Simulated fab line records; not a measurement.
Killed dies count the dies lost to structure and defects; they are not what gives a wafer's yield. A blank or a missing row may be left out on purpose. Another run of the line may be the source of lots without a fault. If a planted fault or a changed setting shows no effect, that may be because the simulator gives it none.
Which tool did it?	flow sky130	39 wafers from 13 lots sampled at 5 of the route's 708 steps

WHAT THE GAUGES READ, wafer by wafer
SKY_NWELL_TW_MEAS_26.
lot	measured	on	NWELL_2_TW
L397	day 5 13:32	filmMetro-03	494 496 498
L398	day 5 21:51	filmMetro-01	502 501 502
L400	day 7 02:27	filmMetro-03	499 500 500
L402	day 7 03:08	filmMetro-03	500 498 498
L401	day 7 04:55	filmMetro-01	499 497 500
L404	day 7 11:49	filmMetro-04	495 494 498
L405	day 7 15:01	filmMetro-03	502 499 499
L406	day 7 17:32	filmMetro-03	498 498 501
L407	day 8 02:46	filmMetro-01	501 503 504
L408	day 8 11:54	filmMetro-04	490 494 496
L409	day 8 16:56	filmMetro-04	497 494 495
L418	day 11 00:41	filmMetro-01	498 497 498
L419	day 11 08:12	filmMetro-01	496 500 500

SKY_SONOS_ONO_OVL_MEAS_14.
lot	measured	on	SONOS_ONO_OVL (nm)
L397	day 13 10:07	overlay-01	0.6 2.2 0.9
L398	day 13 15:43	overlay-01	-2.8 -0.3 0.1
L400	day 15 03:35	overlay-01	-2.5 -2.0 -1.0
L402	day 15 04:46	overlay-01	1.3 0.9 3.5
L401	day 15 07:42	overlay-01	-1.3 0.6 -0.7
L404	day 15 17:31	overlay-01	-0.4 -2.1 0.5
L405	day 15 22:37	overlay-01	-1.2 -1.3 -1.2
L406	day 16 01:23	overlay-02	-2.6 -2.6 -1.1
L407	day 16 13:05	overlay-01	-1.6 -1.4 -1.2
L408	day 16 22:33	overlay-02	0.2 -1.3 0.8
L409	day 17 07:54	overlay-01	0.6 -1.0 -0.9
L418	day 20 12:46	overlay-02	-2.1 -1.7 -1.5
L419	day 20 18:13	overlay-01	-0.3 0.1 -1.3

SKY_SPACER_THK_MEAS_01.
lot	measured	on	SPACER_CVD_00_THK (nm)
L397	day 23 20:44	filmMetro-03	42.8 42.7 42.8
L398	day 24 03:08	filmMetro-01	42.9 43.0 42.8
L400	day 25 15:36	filmMetro-04	43.8 43.8 43.8
L402	day 25 19:12	filmMetro-03	43.4 43.6 43.8
L401	day 25 19:14	filmMetro-01	42.4 42.5 42.7
L404	day 26 06:35	filmMetro-01	43.1 43.4 43.2
L405	day 26 15:08	filmMetro-04	43.7 43.8 43.8
L406	day 26 13:55	filmMetro-03	43.7 43.5 43.6
L407	day 27 02:48	filmMetro-01	42.9 42.8 42.8
L408	day 27 13:04	filmMetro-04	44.0 44.2 44.0
L409	day 27 21:15	filmMetro-03	44.2 44.0 44.0
L418	day 30 19:55	filmMetro-04	43.1 43.0 43.2
L419	day 30 22:31	filmMetro-04	42.3 42.4 42.3

SKY_LOCAL_INTERCONNECT_CD_MEAS_11 targets a cd of 170 nm.
lot	measured	on	cdNm (nm)
L397	day 31 04:40	cdSem-02	170.7 170.6 170.4
L398	day 31 11:19	cdSem-02	167.8 169.4 170.6
L400	day 32 21:38	cdSem-02	170.1 169.4 171.3
L402	day 33 00:40	cdSem-02	170.1 170.0 169.8
L401	day 33 01:04	cdSem-01	168.1 168.5 167.7
L404	day 33 11:20	cdSem-02	170.6 171.5 170.0
L405	day 33 19:19	cdSem-02	168.3 168.3 171.1
L406	day 33 17:43	cdSem-01	170.9 169.9 170.6
L407	day 34 06:25	cdSem-01	170.1 169.8 168.7
L408	day 34 15:13	cdSem-02	91.4 172.8 170.9
L409	day 34 21:31	cdSem-02	170.2 171.0 171.5
L418	day 37 17:22	cdSem-02	170.5 170.8 170.9
L419	day 37 19:35	cdSem-01	170.1 169.9 170.9

WHICH TOOL RAN EACH LOT (tool, then ch and the chambers of the sampled wafers, then the start)
lot	SKY_LOCAL_INTERCONNECT_EXPOSE_08
L397	krfScanner-02 ch 0, day 30 14:46
L398	krfScanner-01 ch 0, day 30 21:31
L400	krfScanner-01 ch 0, day 32 08:19
L402	krfScanner-01 ch 0, day 32 11:15
L401	krfScanner-01 ch 0, day 32 12:14
L404	krfScanner-02 ch 0, day 32 21:40
L405	krfScanner-02 ch 0, day 33 05:53
L406	krfScanner-01 ch 0, day 33 04:19
L407	krfScanner-01 ch 0, day 33 17:31
L408	krfScanner-01 ch 0, day 34 02:04
L409	krfScanner-02 ch 0, day 34 08:06
L418	krfScanner-01 ch 0, day 37 04:36
L419	krfScanner-02 ch 0, day 37 07:06
- SKY_LOCAL_INTERCONNECT_EXPOSE_08: exposes mask LI1M, target cd 170 nm.

WHAT THE TOOLS THEMSELVES READ (means of the sampled wafers that have a number; where no wafer has one, the mark that the record gives instead)
SKY_LOCAL_INTERCONNECT_EXPOSE_08.
lot	tool	focusOffsetNm (nm)	reticleTempC (C)	stageVelMmS (mm/s)
L397	krfScanner-02	-0.7	23.14	500.17
L398	krfScanner-01	-0.4	23.03	500.20
L400	krfScanner-01	-1.2	22.96	499.89
L402	krfScanner-01	0.1	22.96	500.15
L401	krfScanner-01	0.2	22.96	499.90
L404	krfScanner-02	-0.2	23.01	499.87
L405	krfScanner-02	-0.6	22.98	500.03
L406	krfScanner-01	0.4	22.98	500.10
L407	krfScanner-01	0.0	23.07	499.73
L408	krfScanner-01	0.2	23.04	500.23
L409	krfScanner-02	-0.2	22.99	500.07
L418	krfScanner-01	0.2	22.98	500.03
L419	krfScanner-02	0.1	22.85	500.03

THE ANSWER, worked out from the rows above alone
Rule: what is usual is taken from the lots themselves. The widest of any qualifying gaps counts: lots, ordered by their means at a reading, are off when they make up no more than a third of the lots, leave a main group of 4 or more, and stand apart from it by 3 or more times the standard deviation of that group's means. A main group is skipped when, at the precision printed for the reading in the tables above, its means are all equal. A lot without any number at a reading at which 4 lots or more have one is off too. Where the step has rows for the other lots, those lots are counted as sound. Order of review: gauges by route order, followed by the tools' own readings, for which a lot's mean as printed above is used. At the first step where some lot is off, the reading lying furthest off is the one used; lots without a number count as furthest.
Off at SKY_LOCAL_INTERCONNECT_CD_MEAS_11 (cdNm): L408. Main group: mean 170.0 nm, sd 0.79.
If a tool, at a process step before that reading, ran all the lots that are off and no sound lot after the first of them, it fits. The gauges at SKY_LOCAL_INTERCONNECT_CD_MEAS_11 are tried like those tools. Not one of the candidates tried fits.

WHAT THE SIMULATOR PUT IN
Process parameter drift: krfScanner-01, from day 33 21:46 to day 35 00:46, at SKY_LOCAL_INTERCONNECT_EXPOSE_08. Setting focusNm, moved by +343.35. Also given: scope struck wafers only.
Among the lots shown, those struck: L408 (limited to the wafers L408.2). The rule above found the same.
